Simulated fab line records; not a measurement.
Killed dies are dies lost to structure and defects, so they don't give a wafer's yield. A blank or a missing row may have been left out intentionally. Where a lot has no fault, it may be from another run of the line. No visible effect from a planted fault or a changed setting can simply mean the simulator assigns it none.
fab line records -- flow gf180mcu
record lots=7, wafers=20, last-day=34
route steps=602 shown PSD@258 NSD@262 SAB@264 PASSIVATION@602
lots that met no fault: from a run of the same line without faults
start-h: hours from the record's opening day to when the first of the lot's shown wafers began -- wait-h: hours from the lot's prior step to this one -- " as in the row above -- L1.1+2: a single row standing in for several wafers -- - value missing, or start not given -- * or withheld: withheld -- < > ~ a bound
route shown NAME@n: NAME is a module with steps in the file, n the number in the route of the first one -- usual: mean/standard deviation of fault-free wafers -- same: alike in all rows -- chamber/n: place in a boat -- sites: each site's reading -- _std_site: standard deviation of those values -- _edge_site: mean of outer sites minus mean of inner sites -- radius-mm: how far each site lies from the wafer's centre -- mask NAME#n: copy n -- behind: the tool/chamber that last shaped the wafer -- hold: why the lot was held/for how many hours/how that ended -- device: transistor that didn't switch, given as n, p or np -- end of line: the route-end tests of the same wafers -- step lacking rows: just its recipe -- killed: not the wafer's yield, but the dies lost to structure and defects at the first sort -- map: dies across one wafer; x = killed, . = not, _ = none there
set.NAME: setting as actually run; set.NAME@STEP: the setting as run at that earlier step -- model.NAME: the simulator's own value behind a step, which no gauge read
lots seen at some steps along the route; tables by step, rows by wafer
services: a tool's chamber out of use, with start hour (start-h, from the record's first day; less than 0 if before it), hours out, and reason
## steps
# step GF_PSD_STRIP_10
# recipe chemistry=O2/N2, power-w=1400, pressure-mtorr=1500, platen-temp-c=250, o2-flow-sccm=3000, n2-flow-sccm=300, overash-fraction=0.5
# usual drypump-motor-current-A=5.6/0.39, heater-power-w=327/37, oes-product-au=0.591/0.0045, strip-time-to-endpoint-s=16.51/0.043
lot.wafer,tool,chamber,start-h,wait-h,drypump-motor-current-A,heater-power-w,oes-product-au,rf-hours-counter-h,strip-time-to-endpoint-s
L470.3,plasma-asher-03,0,339.63,0.1,5.0,314,0.588,-,16.47
L470.4,plasma-asher-03,1,339.63,0.1,5.6,359,0.592,-,16.50
L470.6,plasma-asher-03,0,339.63,0.1,5.0,309,0.594,-,16.43
L473.1,plasma-asher-04,0,373.90,0.1,5.3,311,0.594,68,16.45
L473.2,plasma-asher-04,1,373.90,0.1,5.8,278,0.595,68,16.43
L473.5,plasma-asher-04,1,373.90,0.1,5.8,272,0.597,-,16.47
L475.3,plasma-asher-02,1,397.18,0.1,6.2,380,0.594,-,16.46
L475.5,plasma-asher-02,1,397.18,0.1,6.2,393,0.589,-,16.41
L475.6,plasma-asher-02,0,397.18,0.1,6.1,340,0.590,-,16.46
L474.2,plasma-asher-04,0,397.33,0.1,5.3,325,0.587,70,16.50
L474.4,plasma-asher-04,0,397.33,0.1,5.3,320,0.589,-,16.57
L474.6,plasma-asher-04,1,397.33,0.1,5.8,285,0.582,-,16.57
L479.1,plasma-asher-04,0,443.48,0.1,5.3,314,0.593,1,16.47
L479.6,plasma-asher-04,0,443.48,0.1,5.3,324,0.596,-,16.52
L488.1,plasma-asher-04,1,497.83,0.1,5.8,262,0.598,7,16.59
L488.4,plasma-asher-04,0,497.83,0.1,5.3,322,0.590,-,16.63
L488.5,plasma-asher-04,0,497.83,0.1,5.3,322,0.591,-,16.56
L490.1,plasma-asher-04,0,513.08,0.1,5.3,315,0.587,9,16.55
L490.2,plasma-asher-04,1,513.08,0.1,5.8,264,0.594,9,16.54
L490.4,plasma-asher-04,0,513.08,0.1,5.3,316,0.595,-,16.49
# step GF_PSD_TW_MEAS_11
# usual PSD_TW=3197/22
lot.wafer,tool,chamber,start-h,wait-h,PSD_TW
L470.3,film-metro-01,-,339.72,0.1,3201
L470.4,film-metro-01,-,339.72,0.1,3205
L470.6,film-metro-01,-,339.72,0.1,3178
L473.1,film-metro-01,-,374.00,0.1,3231
L473.2,film-metro-01,-,374.00,0.1,3212
L473.5,film-metro-01,-,374.00,0.1,3193
L475.3,film-metro-01,-,397.27,0.1,3202
L475.5,film-metro-01,-,397.27,0.1,3183
L475.6,film-metro-01,-,397.27,0.1,3190
L474.2,film-metro-02,-,397.44,0.1,3199
L474.4,film-metro-02,-,397.44,0.1,3155
L474.6,film-metro-02,-,397.44,0.1,3187
L479.1,film-metro-04,-,443.58,0.1,3236
L479.6,film-metro-04,-,443.58,0.1,3229
L488.1,film-metro-01,-,497.93,0.1,3209
L488.4,film-metro-01,-,497.93,0.1,3189
L488.5,film-metro-01,-,497.93,0.1,3196
L490.1,film-metro-01,-,513.18,0.1,3221
L490.2,film-metro-01,-,513.18,0.1,3219
L490.4,film-metro-01,-,513.18,0.1,3207
# step GF_PSD_CLEAN_12
# recipe chemistry=SC1/SC2, mix=1:4:20, temp-c=70, time-s=150, dry=n2-spin
# step GF_PSD_RTA_13
# recipe temp-c=1025, time-s=20, ambient=N2
# usual lamp-power-pct=34.7/1.9, wafer_temp_C_max=1028.1/0.68
lot.wafer,tool,chamber,start-h,wait-h,lamp-power-pct,wafer_temp_C_max
L470.3,rtp-anneal-01,0,339.84,0.0,36.0,1027.2
L470.4,rtp-anneal-01,0,339.84,0.0,36.0,1028.7
L470.6,rtp-anneal-01,0,339.84,0.0,36.0,1027.8
L473.1,rtp-anneal-01,0,374.11,0.0,36.0,1029.4
L473.2,rtp-anneal-01,0,374.11,0.0,35.9,1028.0
L473.5,rtp-anneal-01,0,374.11,0.0,36.0,1028.2
L475.3,rtp-anneal-02,0,397.45,0.0,32.0,1028.1
L475.5,rtp-anneal-02,0,397.45,0.0,32.1,1028.8
L475.6,rtp-anneal-02,0,397.45,0.0,32.0,1028.3
L474.2,rtp-anneal-01,0,397.56,0.0,35.9,1028.5
L474.4,rtp-anneal-01,0,397.56,0.0,36.0,1028.3
L474.6,rtp-anneal-01,0,397.56,0.0,36.0,1029.0
L479.1,rtp-anneal-01,0,443.69,0.0,36.0,1027.9
L479.6,rtp-anneal-01,0,443.69,0.0,36.0,1028.5
L488.1,rtp-anneal-01,0,498.04,0.0,35.9,1027.0
L488.4,rtp-anneal-01,0,498.04,0.0,36.0,1028.6
L488.5,rtp-anneal-01,0,498.04,0.0,36.0,1028.2
L490.1,rtp-anneal-01,0,513.29,0.0,35.9,1028.3
L490.2,rtp-anneal-01,0,513.29,0.0,36.0,1027.9
L490.4,rtp-anneal-01,0,513.29,0.0,36.0,1029.1
# step GF_PSD_RS_MEAS_14
# recipe thk-meas-gauge=four-point-probe
# usual NSD_RS=46.14/0.089
lot.wafer,tool,chamber,start-h,wait-h,NSD_RS[ohm/sq]
L470.3,film-metro-01,-,339.93,0.1,46.29
L470.4,film-metro-01,-,339.93,0.1,46.12
L470.6,film-metro-01,-,339.93,0.1,46.16
L473.1,film-metro-01,-,374.19,0.1,46.08
L473.2,film-metro-01,-,374.19,0.1,46.11
L473.5,film-metro-01,-,374.19,0.1,46.06
L475.3,film-metro-04,-,397.54,0.1,46.10
L475.5,film-metro-04,-,397.54,0.1,46.13
L475.6,film-metro-04,-,397.54,0.1,46.16
L474.2,film-metro-01,-,397.65,0.1,46.04
L474.4,film-metro-01,-,397.65,0.1,46.12
L474.6,film-metro-01,-,397.65,0.1,46.07
L479.1,film-metro-04,-,443.86,0.1,46.08
L479.6,film-metro-04,-,443.86,0.1,45.99
L488.1,film-metro-02,-,498.13,0.1,46.27
L488.4,film-metro-02,-,498.13,0.1,46.28
L488.5,film-metro-02,-,498.13,0.1,46.25
L490.1,film-metro-01,-,513.37,0.1,46.15
L490.2,film-metro-01,-,513.37,0.1,46.07
L490.4,film-metro-01,-,513.37,0.1,46.04
# step GF_PSD_RS_MEAS_15
# recipe thk-meas-gauge=four-point-probe
# usual PSD_RS=108.62/0.29
lot.wafer,tool,chamber,start-h,wait-h,PSD_RS[ohm/sq]
L470.3,film-metro-01,-,340.05,0.1,108.46
L470.4,film-metro-01,-,340.05,0.1,108.73
L470.6,film-metro-01,-,340.05,0.1,108.46
L473.1,film-metro-01,-,374.31,0.1,108.66
L473.2,film-metro-01,-,374.31,0.1,108.35
L473.5,film-metro-01,-,374.31,0.1,108.75
L475.3,film-metro-04,-,397.66,0.1,108.74
L475.5,film-metro-04,-,397.66,0.1,108.60
L475.6,film-metro-04,-,397.66,0.1,108.56
L474.2,film-metro-01,-,397.77,0.1,108.49
L474.4,film-metro-01,-,397.77,0.1,108.98
L474.6,film-metro-01,-,397.77,0.1,108.66
L479.1,film-metro-04,-,443.98,0.1,107.91
L479.6,film-metro-04,-,443.98,0.1,108.21
L488.1,film-metro-02,-,498.25,0.1,108.99
L488.4,film-metro-02,-,498.25,0.1,108.78
L488.5,film-metro-02,-,498.25,0.1,108.78
L490.1,film-metro-01,-,513.49,0.1,108.71
L490.2,film-metro-01,-,513.49,0.1,108.29
L490.4,film-metro-01,-,513.49,0.1,108.53
# step GF_SAB_CVD_00
# recipe material=SiO2, target-thk-nm=50, precursor=TEOS, temp-c=400, time-s=4.9302, rf-w=600
# usual heater-power-outer-w=386/56, heater-power-w=643/68
lot.wafer,tool,chamber,start-h,wait-h,heater-power-outer-w,heater-power-w,since-wet-clean-h
L470.3,pecvd-03,1,340.13,0.1,387,650,374
L470.4,pecvd-03,1,340.13,0.1,381,647,-
L470.6,pecvd-03,2,340.13,0.1,360,644,-
L473.1,pecvd-04,1,374.43,0.1,487,763,200
L473.2,pecvd-04,2,374.43,0.1,343,667,200
L473.5,pecvd-04,1,374.43,0.1,481,746,-
L475.3,pecvd-01,1,397.74,0.1,356,547,640
L475.5,pecvd-01,1,397.74,0.1,360,549,-
L475.6,pecvd-01,0,397.74,0.1,413,701,-
L474.2,pecvd-04,2,397.87,0.1,338,644,223
L474.4,pecvd-04,1,397.87,0.1,413,666,-
L474.6,pecvd-04,0,397.87,0.1,495,723,-
L479.1,pecvd-01,1,444.10,0.1,360,557,686
L479.6,pecvd-01,1,444.10,0.1,365,542,-
L488.1,pecvd-01,2,498.37,0.1,333,555,740
L488.4,pecvd-01,1,498.37,0.1,384,575,-
L488.5,pecvd-01,2,498.37,0.1,342,565,-
L490.1,pecvd-01,1,513.61,0.1,391,596,755
L490.2,pecvd-01,0,513.61,0.1,377,649,755
L490.4,pecvd-01,0,513.61,0.1,376,659,-
# step GF_SAB_THK_MEAS_01
# recipe reads=SiO2_of_SAB_CVD_00
# usual SAB_CVD_00_THK=50.0/0.67
lot.wafer,tool,chamber,start-h,wait-h,SAB_CVD_00_THK[nm]
L470.3,film-metro-03,-,340.17,0.0,50.5
L470.4,film-metro-03,-,340.17,0.0,51.2
L470.6,film-metro-03,-,340.17,0.0,50.8
L473.1,film-metro-04,-,374.45,0.0,49.4
L473.2,film-metro-04,-,374.45,0.0,49.2
L473.5,film-metro-04,-,374.45,0.0,50.9
L475.3,film-metro-04,-,397.78,0.0,49.3
L475.5,film-metro-04,-,397.78,0.0,50.7
L475.6,film-metro-04,-,397.78,0.0,50.6
L474.2,film-metro-04,-,397.90,0.0,49.5
L474.4,film-metro-04,-,397.90,0.0,50.3
L474.6,film-metro-04,-,397.90,0.0,50.6
L479.1,film-metro-04,-,444.12,0.0,50.0
L479.6,film-metro-04,-,444.12,0.0,50.3
L488.1,film-metro-03,-,498.38,0.0,49.4
L488.4,film-metro-03,-,498.38,0.0,50.0
L488.5,film-metro-03,-,498.38,0.0,50.2
L490.1,film-metro-03,-,513.64,0.0,49.2
L490.2,film-metro-03,-,513.64,0.0,48.5
L490.4,film-metro-03,-,513.64,0.0,48.8
# step GF_SAB_DEHYDRATE_02
# recipe temp-c=200, time-s=60
# step GF_SAB_HMDS_03
# recipe prime-time-s=60, prime-temp-c=120
# step GF_SAB_COAT_04
# recipe resist=NOVOLAK, spin-rpm=3000, resist-thk-nm=1000
# step GF_SAB_SOFTBAKE_05
# recipe temp-c=90, time-s=60, resist=NOVOLAK
# step GF_SAB_EXPOSE_06
# recipe mask-id=SAB, target-cd-nm=420, na=0.6, source-shape=conventional, sigma-outer=0.6, dose-mj=140
# same na=0.6
lot.wafer,tool,chamber,start-h,wait-h,mask
L470.3+4+6,iline-stepper-02,0,350.65,-,SAB#0
L473.1+2+5,iline-stepper-02,0,386.61,-,SAB#0
L475.3+5+6,iline-stepper-02,0,409.92,-,SAB#0
L474.2+4+6,iline-stepper-02,0,410.01,-,SAB#0
L479.1+6,iline-stepper-02,0,456.55,-,SAB#0
L488.1+4+5,iline-stepper-01,0,510.19,-,SAB#0
L490.1+2+4,iline-stepper-01,0,525.68,-,SAB#0
# step GF_SAB_PEB_07
# recipe temp-c=withheld, time-s=*, resist=NOVOLAK
# step GF_SAB_DEVELOP_08
# recipe develop-time-s=60, dev-temp-c=23
# step GF_SAB_CD_MEAS_09
# recipe target-cd-nm=420
# usual cd-nm=420.3/2.3
lot.wafer,tool,chamber,start-h,wait-h,cd-nm
L470.3,cd-sem-02,-,361.53,0.1,418.6
L470.4,cd-sem-02,-,361.53,0.1,419.3
L470.6,cd-sem-02,-,361.53,0.1,418.8
L473.1,cd-sem-01,-,397.51,0.1,425.5
L473.2,cd-sem-01,-,397.51,0.1,422.6
L473.5,cd-sem-01,-,397.51,0.1,424.7
L475.3,cd-sem-01,-,421.38,0.1,421.0
L475.5,cd-sem-01,-,421.38,0.1,420.5
L475.6,cd-sem-01,-,421.38,0.1,396.8
L474.2,cd-sem-02,-,421.95,0.1,419.1
L474.4,cd-sem-02,-,421.95,0.1,396.5
L474.6,cd-sem-02,-,421.95,0.1,398.2
L479.1,cd-sem-02,-,468.69,0.1,419.3
L479.6,cd-sem-02,-,468.69,0.1,397.4
L488.1,cd-sem-02,-,521.73,0.1,421.4
L488.4,cd-sem-02,-,521.73,0.1,421.1
L488.5,cd-sem-02,-,521.73,0.1,420.7
L490.1,cd-sem-01,-,537.10,0.1,422.1
L490.2,cd-sem-01,-,537.10,0.1,422.4
L490.4,cd-sem-01,-,537.10,0.1,424.2
# step GF_SAB_OVL_MEAS_10
# usual SAB_OVL=0.5/1.5
lot.wafer,tool,chamber,start-h,wait-h,SAB_OVL[nm]
L470.3,overlay-01,-,361.62,0.1,0.8
L470.4,overlay-01,-,361.62,0.1,-1.4
L470.6,overlay-01,-,361.62,0.1,-0.6
L473.1,overlay-02,-,397.63,0.1,1.0
L473.2,overlay-02,-,397.63,0.1,0.9
L473.5,overlay-02,-,397.63,0.1,0.8
L475.3,overlay-01,-,421.47,0.1,1.2
L475.5,overlay-01,-,421.47,0.1,2.0
L475.6,overlay-01,-,421.47,0.1,1.4
L474.2,overlay-01,-,422.05,0.1,-0.1
L474.4,overlay-01,-,422.05,0.1,-0.2
L474.6,overlay-01,-,422.05,0.1,-1.1
L479.1,overlay-02,-,468.81,0.1,-0.1
L479.6,overlay-02,-,468.81,0.1,-0.1
L488.1,overlay-02,-,521.85,0.1,4.1
L488.4,overlay-02,-,521.85,0.1,3.5
L488.5,overlay-02,-,521.85,0.1,3.2
L490.1,overlay-01,-,537.22,0.1,0.9
L490.2,overlay-01,-,537.22,0.1,-0.3
L490.4,overlay-01,-,537.22,0.1,-0.9
# step GF_SAB_ETCH_11
# recipe chemistry=C4F8/O2/Ar, mask-material=NOVOLAK, target=SiO2, target-depth-nm=55, source-w=1500, bias-w=1200, pressure-mtorr=40, c4f8-flow-sccm=withheld, O2_flow_sccm=6, Ar_flow_sccm=300, time-s=8.5
# usual oes-product-au=0.997/0.0091
lot.wafer,tool,chamber,start-h,wait-h,oes-product-au,rf-hours-counter-h,model.SAB.cd-nm
L470.3,rie-diel-04,1,361.65,0.0,0.987,18,418
L470.4,rie-diel-04,3,361.65,0.0,1.002,7,419.7
L470.6,rie-diel-04,3,361.65,0.0,0.986,-,418.7
L473.1,rie-diel-01,2,397.66,0.0,0.977,62,425
L473.2,rie-diel-01,1,397.66,0.0,1.004,40,422.2
L473.5,rie-diel-01,1,397.66,0.0,1.001,-,424.7
L475.3,rie-diel-02,0,421.50,0.0,1.003,99,421.1
L475.5,rie-diel-02,0,421.50,0.0,0.995,-,421.2
L475.6,rie-diel-02,3,421.50,0.0,0.990,-,396.9
L474.2,rie-diel-01,2,422.08,0.0,0.995,63,419
L474.4,rie-diel-01,1,422.08,0.0,1.006,42,396
L474.6,rie-diel-01,1,422.08,0.0,0.997,-,398.2
L479.1,rie-diel-02,1,468.85,0.0,0.994,104,418.9
L479.6,rie-diel-02,0,468.85,0.0,0.990,-,397.4
L488.1,rie-diel-04,0,521.88,0.0,0.986,55,421.8
L488.4,rie-diel-04,0,521.88,0.0,0.981,-,421.3
L488.5,rie-diel-04,1,521.88,0.0,0.981,-,419.9
L490.1,rie-diel-04,3,537.26,0.0,0.998,11,422.6
L490.2,rie-diel-04,0,537.26,0.0,0.993,56,423.2
L490.4,rie-diel-04,2,537.26,0.0,0.998,0,424.6
# step GF_SAB_WET_ETCH_12
# recipe chemistry=dHF, target-depth-nm=22, dry=n2-spin, target=SiO2, temp-c=25, dilution=100:1, time-s=440
# step GF_PASSIVATION_PROBE_99
lot.wafer,tool,chamber,start-h,wait-h,model.etest.ppoly-u.length-nm
L470.3,prober-01,-,690.93,0.2,996
L470.4,prober-01,-,690.98,0.2,1000
L470.6,prober-01,-,691.08,0.2,999.8
L473.1,prober-02,-,721.27,0.1,1000
L473.2,prober-02,-,721.32,0.1,1001
L473.5,prober-02,-,721.47,0.2,1003
L475.3,prober-01,-,740.07,0.2,999.9
L475.5,prober-01,-,740.17,0.2,1003
L475.6,prober-01,-,740.22,0.2,981.8
L474.2,prober-02,-,741.52,0.1,998.9
L474.4,prober-02,-,741.62,0.2,979.2
L474.6,prober-02,-,741.72,0.2,988
L479.1,prober-02,-,772.69,0.1,1004
L479.6,prober-02,-,772.94,0.2,976.8
L488.1,prober-01,-,810.23,0.1,1005
L488.4,prober-01,-,810.38,0.2,1004
L488.5,prober-01,-,810.43,0.2,1002
L490.1,prober-02,-,819.71,0.1,998.6
L490.2,prober-02,-,819.76,0.1,1006
L490.4,prober-02,-,819.86,0.2,1004
# killed by level:class
L470.3 CONTACT:geometric-particle:open=7 STI:geometric-particle:short=4 M3:geometric-particle:short=3 STI:geometric-particle:open=2 HV_LDD:geometric-particle:open=2 M1:geometric-particle:short=2 V1:geometric-particle:short=2 M2:geometric-particle:short=2
L470.4 CONTACT:geometric-particle:open=9 V1:geometric-particle:open=5 M1:geometric-particle:short=4 V4:geometric-particle:open=4 M5:geometric-particle:open=3 STI:geometric-particle:short=2 M3:geometric-particle:short=2 V2:geometric-particle:short=2
L470.6 V4:geometric-particle:open=7 V1:geometric-particle:open=6 M1:geometric-particle:short=4 CONTACT:geometric-particle:open=3 V1:geometric-particle:short=3 V5:geometric-particle:open=3 STI:geometric-particle:open=2 M1:geometric-particle:open=2
L473.1 V4:geometric-particle:open=5 V3:geometric-particle:open=5 M1:geometric-particle:short=4 V1:geometric-particle:open=4 V4:geometric-particle:short=4 STI:geometric-particle:open=2 CONTACT:geometric-particle:open=2 V2:geometric-particle:open=2
L473.2 V3:geometric-particle:open=5 V2:geometric-particle:open=5 CONTACT:geometric-particle:open=4 V5:geometric-particle:open=4 V1:geometric-particle:short=3 V3:geometric-particle:short=3 V5:geometric-particle:short=3 V1:geometric-particle:open=2
L473.5 V2:geometric-particle:open=6 M5:geometric-particle:short=6 CONTACT:geometric-particle:open=5 V1:geometric-particle:open=4 V3:geometric-particle:open=4 V4:geometric-particle:open=4 STI:geometric-particle:short=3 V2:geometric-particle:short=3
L488.1 V3:geometric-particle:open=6 V4:geometric-particle:open=5 M1:geometric-particle:short=4 V4:geometric-particle:short=4 V5:geometric-particle:short=4 STI:geometric-particle:open=3 CONTACT:geometric-particle:open=3 V5:geometric-particle:open=3
L488.4 M1:geometric-particle:short=4 V2:geometric-particle:open=4 V4:geometric-particle:open=4 CONTACT:geometric-particle:open=2 V5:geometric-particle:open=2 V1:geometric-particle:short=2 V1:geometric-particle:open=2 STI:geometric-particle:open=1
L488.5 V2:geometric-particle:open=6 STI:geometric-particle:open=5 V5:geometric-particle:open=5 STI:geometric-particle:short=4 V4:geometric-particle:open=4 CONTACT:geometric-particle:short=3 CONTACT:geometric-particle:open=3 V3:geometric-particle:open=3
L490.1 V1:geometric-particle:open=7 V5:geometric-particle:open=7 STI:geometric-particle:open=4 V1:geometric-particle:short=4 V5:geometric-particle:short=4 CONTACT:geometric-particle:open=3 V4:geometric-particle:open=3 STI:geometric-particle:short=2
L490.2 V5:geometric-particle:open=8 STI:geometric-particle:open=7 V1:geometric-particle:open=4 V2:geometric-particle:short=4 V4:geometric-particle:open=4 M4:geometric-particle:short=3 V4:geometric-particle:short=3 STI:geometric-particle:short=2
L490.4 V1:geometric-particle:open=7 V3:geometric-particle:open=5 V4:geometric-particle:open=5 CONTACT:geometric-particle:open=3 V3:geometric-particle:short=3 V5:geometric-particle:short=3 V5:geometric-particle:open=3 STI:geometric-particle:short=2
## services
tool,chamber,start-h,hours,kind
rie-diel-02,1,328.10,7.4,repair
iline-stepper-02,-,344.11,2.1,pm
rie-diel-02,3,354.35,1.6,repair
pecvd-01,-,372.46,1.2,repair
iline-stepper-01,-,382.70,8.9,pm
pecvd-01,-,393.70,2.8,pm
iline-stepper-01,-,398.45,4.0,repair
pecvd-01,-,406.64,5.5,pm
iline-stepper-01,-,409.50,2.0,repair
plasma-asher-04,-,421.25,9.0,pm
rie-diel-04,2,428.20,13.4,repair
pecvd-01,-,447.94,0.6,repair
rie-diel-04,2,449.60,15.4,repair
iline-stepper-01,-,451.82,1.7,pm
rie-diel-04,3,460.54,2.9,repair
rie-diel-01,-,476.02,1.6,repair
rie-diel-01,3,495.28,12.6,repair
iline-stepper-02,-,508.78,1.7,pm
pecvd-01,2,510.60,5.6,repair
pecvd-01,-,516.25,0.2,repair
rie-diel-04,-,522.99,0.6,repair
pecvd-04,-,525.57,14.6,pm
pecvd-01,1,535.01,9.5,repair
iline-stepper-01,-,535.26,4.4,pm
## key
first-sign step=GF_SAB_CD_MEAS_09, reading=cd-nm, direction=down, sigmas=10, usual=420.3, struck=397.2
effect none on later readings
model-effect step=GF_SAB_ETCH_11, value=SAB.cd-nm, without=419.4, struck=397.1
model-effect step=GF_PASSIVATION_PROBE_99, value=etest.ppoly-u.length-nm, without=1004, struck=981.4
met-at GF_SAB_EXPOSE_06
struck-wafers L474.4,L474.6,L475.6,L479.6
sort-left-out L474.4,L474.6,L475.6,L479.6
tester-left-out L474,L475,L479
fault kind=process-parameter-drift, tool=iline-stepper-02, chamber=-, onset-h=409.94, steps=GF_SAB_EXPOSE_06, channel=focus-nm, offset=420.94, shape=step, end-h=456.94, scope=struck-wafers-only
# tester-left-out: of these lots the tester's yield and bins aren't shown, on N5 and GAA mostly nor the transistor test; their killed dies are dies lost to structure and defects alone, not to doping, threshold or leakage, so they don't give the yield
# sort-left-out: the simulated sort isn't trusted on such a fault, so these wafers' sort isn't shown, and their yield isn't known
